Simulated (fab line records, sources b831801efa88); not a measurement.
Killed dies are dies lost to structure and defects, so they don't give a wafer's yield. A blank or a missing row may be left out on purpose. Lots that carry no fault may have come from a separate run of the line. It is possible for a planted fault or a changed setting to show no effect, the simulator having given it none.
A lot that was struck, set against a sound lot || flow gf180mcu || 44 out of 602 route steps
Sound: the wafers L645.1, L645.2, L645.5. Wafers struck: L656.1, L656.2, L656.6. The cause is given at the end.
Order at every step that has rows: each side's tool, ch and its chambers, its first start. Under that, the readings that differ: sound wafers || struck wafers || difference of the means || sigmas: that difference in standard deviations of wafers without a fault.
alike: readings with means less than 2 such deviations apart, plus words and numbers identical on both sides. not compared: withheld readings, readings lacking a value on some wafer, bounds such as >300 that could conceal the same value, and numbers that have no deviation in the record and whose values overlap.
The two part at a step that has a row with sigmas, a row that says differs or no value, or rows on one side only. Non-overlapping numbers with no deviation appear without sigmas and do not part them. A reading missing from all wafers of one side parts the sides only when that side holds two or more wafers.

first, 2 steps without rows for these wafers: GF_MVSD_IMPLANT_08; GF_MVSD_IMPLANT_09.
GF_MVSD_STRIP_10: strips in O2/N2.
  sound on plasma-asher-02 ch 0,1, day 5 02:19; struck on plasma-asher-04 ch 0,1, day 7 19:53
  alike: drypump-motor-current-A, heater-power-w, o2-flow-sccm, oes-product-au, strip-time-to-endpoint-s
  not compared: rf-hours-counter-h
GF_MVSD_TW_MEAS_11:
  struck on film-metro-04, day 7 19:59; sound on film-metro-02, day 5 02:25
  alike: MVSD_TW
then, 7 steps without rows for these wafers: GF_MVPSD_DEHYDRATE_00 (time 60 s); GF_MVPSD_HMDS_01 (prime time 60 s); GF_MVPSD_COAT_02 (resist thk 3000 nm); GF_MVPSD_SOFTBAKE_03; GF_MVPSD_EXPOSE_04 (exposes mask MVPSD, target cd 1000 nm); GF_MVPSD_PEB_05; GF_MVPSD_DEVELOP_06 (develop time 60 s).
GF_MVPSD_OVL_MEAS_07:
  struck on overlay-02, day 8 12:25; sound on overlay-02, day 5 16:25
  alike: MVPSD_OVL
GF_MVPSD_IMPLANT_08:
  sound on implanter-02 ch 0, day 5 16:28; struck on implanter-02 ch 0, day 8 12:28
{"reading": "dose-ions-cm2", "sound": "1.5011e+13 1.5027e+13 1.4974e+13", "struck": "1.682e+12 1.647e+12 1.69e+12", "difference": -1.333e+13, "sigmas": "-99 or more"}
{"reading": "faraday-current-uA", "sound": "83.5 84.6 87.4", "struck": "9.6 9.3 9.2", "difference": -75.8, "sigmas": -47}
next, for these wafers, 1 step has no rows: GF_MVPSD_IMPLANT_09.
GF_MVPSD_STRIP_10: strips in O2/N2.
  sound on plasma-asher-03 ch 0,1, day 5 16:46; struck on plasma-asher-03 ch 0,1, day 8 12:46
  alike: drypump-motor-current-A, heater-power-w, o2-flow-sccm, oes-product-au, strip-time-to-endpoint-s
  not compared: rf-hours-counter-h
GF_MVPSD_TW_MEAS_11:
  struck on film-metro-04, day 8 12:52; sound on film-metro-01, day 5 16:52
{"reading": "MVPSD_TW", "sound": "548 547 549", "struck": "366 367 368", "difference": -181, "sigmas": -43}
then, 7 steps without rows for these wafers: GF_VT_IMPLANT_DEHYDRATE_00 (time 60 s); GF_VT_IMPLANT_HMDS_01 (prime time 60 s); GF_VT_IMPLANT_COAT_02 (resist thk 1000 nm); GF_VT_IMPLANT_SOFTBAKE_03 (time 60 s); GF_VT_IMPLANT_EXPOSE_04 (exposes mask LVPWELL LV AREA, target cd 600 nm); GF_VT_IMPLANT_PEB_05; GF_VT_IMPLANT_DEVELOP_06 (develop time 60 s).
GF_VT_IMPLANT_OVL_MEAS_07:
  struck on overlay-01, day 9 05:33; sound on overlay-02, day 6 06:57
  alike: VT_IMPLANT_OVL
next, for these wafers, 1 step has no rows: GF_VT_IMPLANT_IMPLANT_08.
GF_VT_IMPLANT_STRIP_09: strips in O2/N2.
  sound on plasma-asher-04 ch 0,1, day 6 07:08; struck on plasma-asher-04 ch 0,1, day 9 05:44
  alike: drypump-motor-current-A, heater-power-w, o2-flow-sccm, oes-product-au, strip-time-to-endpoint-s
  not compared: rf-hours-counter-h
GF_VT_IMPLANT_TW_MEAS_10:
  struck on film-metro-01, day 9 05:50; sound on film-metro-04, day 6 07:14
  alike: VT_IMPLANT_TW
then, 7 steps without rows for these wafers: GF_VT_IMPLANT_DEHYDRATE_11 (time 60 s); GF_VT_IMPLANT_HMDS_12 (prime time 60 s); GF_VT_IMPLANT_COAT_13 (resist thk 1000 nm); GF_VT_IMPLANT_SOFTBAKE_14 (time 60 s); GF_VT_IMPLANT_EXPOSE_15 (exposes mask Nwell LV AREA, target cd 860 nm); GF_VT_IMPLANT_PEB_16; GF_VT_IMPLANT_DEVELOP_17 (develop time 60 s).
GF_VT_IMPLANT_OVL_MEAS_18:
  struck on overlay-02, day 9 23:24; sound on overlay-01, day 6 21:51
  alike: VT_IMPLANT_01_OVL
next, for these wafers, 1 step has no rows: GF_VT_IMPLANT_IMPLANT_19.
GF_VT_IMPLANT_STRIP_20: strips in O2/N2.
  sound on plasma-asher-01 ch 0,1, day 6 22:02; struck on plasma-asher-01 ch 0,1, day 9 23:35
  alike: drypump-motor-current-A, heater-power-w, o2-flow-sccm, oes-product-au, strip-time-to-endpoint-s
  not compared: rf-hours-counter-h
GF_VT_IMPLANT_TW_MEAS_21:
  struck on film-metro-04, day 9 23:41; sound on film-metro-03, day 6 22:08
{"reading": "VT_IMPLANT_2_TW", "sound": "1196 1203 1196", "struck": "1218 1226 1217", "difference": "+22", "sigmas": "+2"}
then, 4 steps without rows for these wafers: GF_VT_IMPLANT_DEHYDRATE_22 (time 60 s); GF_VT_IMPLANT_HMDS_23 (prime time 60 s); GF_VT_IMPLANT_COAT_24 (resist thk 1000 nm); GF_VT_IMPLANT_SOFTBAKE_25 (time 60 s).
GF_VT_IMPLANT_RS_MEAS_49: uses a four-point probe to measure.
  struck on film-metro-04, day 11 12:14; sound on film-metro-04, day 8 06:50
{"reading": "MVPSD_RS (ohm/sq)", "sound": "1168 1171 1169", "struck": "2861 2864 2843", "difference": "+1687", "sigmas": "+99 or more"}
GF_PASSIVATION_PROBE_99:
  sound wafers here have rows in the record (prober-02, day 29 17:21); struck ones have none

WHERE THEY PART
First at GF_MVPSD_IMPLANT_08; last, within this record, at GF_PASSIVATION_PROBE_99.

WHY: what the simulator had put in
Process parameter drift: implanter-02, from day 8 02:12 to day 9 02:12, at GF_MVPSD_IMPLANT_08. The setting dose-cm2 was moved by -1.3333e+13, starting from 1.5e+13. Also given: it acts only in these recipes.
